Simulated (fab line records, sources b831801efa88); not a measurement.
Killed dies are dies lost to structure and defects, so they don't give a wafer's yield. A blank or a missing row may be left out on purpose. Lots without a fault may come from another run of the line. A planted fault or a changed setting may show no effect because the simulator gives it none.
Split-lot experiment | flow sfq_line | 5 lots, 23 wafers read, on a route of 325 steps

THE SPLIT
At SFQ_TRILAYER_I3_VIA_LITHO_PEB_088 (peb time 60 s), the setting peb_temp_c was moved away from the recipe's 115 C on 5 of the 23 wafers read, by -2.2% to +3.2%. The other wafers ran this setting at the recipe's value.

The file shows no step between the split and the reading.

THE READING
I3.cd_nm (the simulator's own value, which no gauge read), in nm, at SFQ_TRILAYER_I3_VIA_BARC_OPEN_VIA_ETCH_121 (etches BARC in O2, target depth 125 nm, time 41.7 s). The file gives no usual value for it. The 18 wafers here that ran the recipe average 500.3 nm, standard deviation 1.3 nm.

wafer  | tool, chamber at the split | peb_temp_c as run, C | against the recipe | I3.cd_nm, nm | against lot-mates on the recipe
L076.1 | litho_track-03, 0          | 118.7                | +3.2%              | 561.4        | +58.7
L076.2 | litho_track-03, 0          | 115                  | recipe             | 502.7        | -
L076.3 | litho_track-03, 0          | 115                  | recipe             | 502.1        | -
L076.4 | litho_track-03, 0          | 115                  | recipe             | 503.3        | -
L076.5 | litho_track-03, 0          | 118.7                | +3.2%              | 561.2        | +58.5
L077.1 | litho_track-01, 0          | 115                  | recipe             | 500          | -
L077.2 | litho_track-01, 0          | 115                  | recipe             | 500.2        | -
L077.3 | litho_track-01, 0          | 115                  | recipe             | 499.6        | -
L077.4 | litho_track-01, 0          | 115                  | recipe             | 500.4        | -
L077.6 | litho_track-01, 0          | 115                  | recipe             | 499.2        | -
L080.1 | litho_track-03, 0          | 115                  | recipe             | 501.4        | -
L080.3 | litho_track-03, 0          | 115                  | recipe             | 500.5        | -
L080.6 | litho_track-03, 0          | 115                  | recipe             | 500.9        | -
L083.1 | litho_track-04, 0          | 112.5                | -2.2%              | 447.2        | -51.8
L083.3 | litho_track-04, 0          | 115                  | recipe             | 499.7        | -
L083.4 | litho_track-04, 0          | 115                  | recipe             | 498.4        | -
L083.5 | litho_track-04, 0          | 112.5                | -2.2%              | 449          | -50.0
L083.6 | litho_track-04, 0          | 112.5                | -2.2%              | 446.6        | -52.4
L084.1 | litho_track-03, 0          | 115                  | recipe             | 500.4        | -
L084.2 | litho_track-03, 0          | 115                  | recipe             | 500.3        | -
L084.4 | litho_track-03, 0          | 115                  | recipe             | 499.4        | -
L084.5 | litho_track-03, 0          | 115                  | recipe             | 499.3        | -
L084.6 | litho_track-03, 0          | 115                  | recipe             | 498.5        | -

THE FIT
A straight line over all 23 wafers: I3.cd_nm changes by +21.1 nm for each +1% of peb_temp_c; r = +0.99; the points scatter about the line by 3.2 nm.
The same after taking each lot's own level away (the mean of its wafers on the recipe; 23 wafers): +20.4 nm for each +1%; r = +0.99; scatter 3.1 nm.
On that fit, the largest move of peb_temp_c shifts the reading by 66 nm.
The lots' own levels span 499.05 to 502.70 nm, that is 2.8 times the standard deviation above.
So the lot-to-lot level changes the slope little: the two slopes agree.
Check: with one of the wafers moved furthest among these (+3.2%) left out of the fit, the line predicts +67 nm for it against its lot-mates. It came out at +58.7 nm against them.

OTHER SPLITS ON THESE WAFERS
These wafers also went through other splits before the reading. Each is held against what the fit with the lots' levels taken away leaves over:
other split on the same wafers                  | wafers away from the commonest value | r with I3.cd_nm (lot level and that fit taken away)
SFQ_TRILAYER_M2_LITHO_COAT_062 resist_thk_nm    | 10                                   | -0.17
SFQ_TRILAYER_M2_BARC_OPEN_METAL_ETCH_077 time_s | 8                                    | -0.23
SFQ_TRILAYER_I2_VIA_LITHO_EXPOSE_068 dose_mj    | 7                                    | +0.22
SFQ_TRILAYER_M3_LITHO_COAT_075 resist_thk_nm    | 8                                    | -0.15
SFQ_TRILAYER_M3_LITHO_EXPOSE_076 dose_mj        | 10                                   | +0.14
SFQ_TRILAYER_M3_ETCH_METAL_ETCH_078 time_s      | 7                                    | +0.47

THE FILE'S OWN FIT
I3.cd_nm changes by +19.9 nm for each +1% of peb_temp_c, r = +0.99.
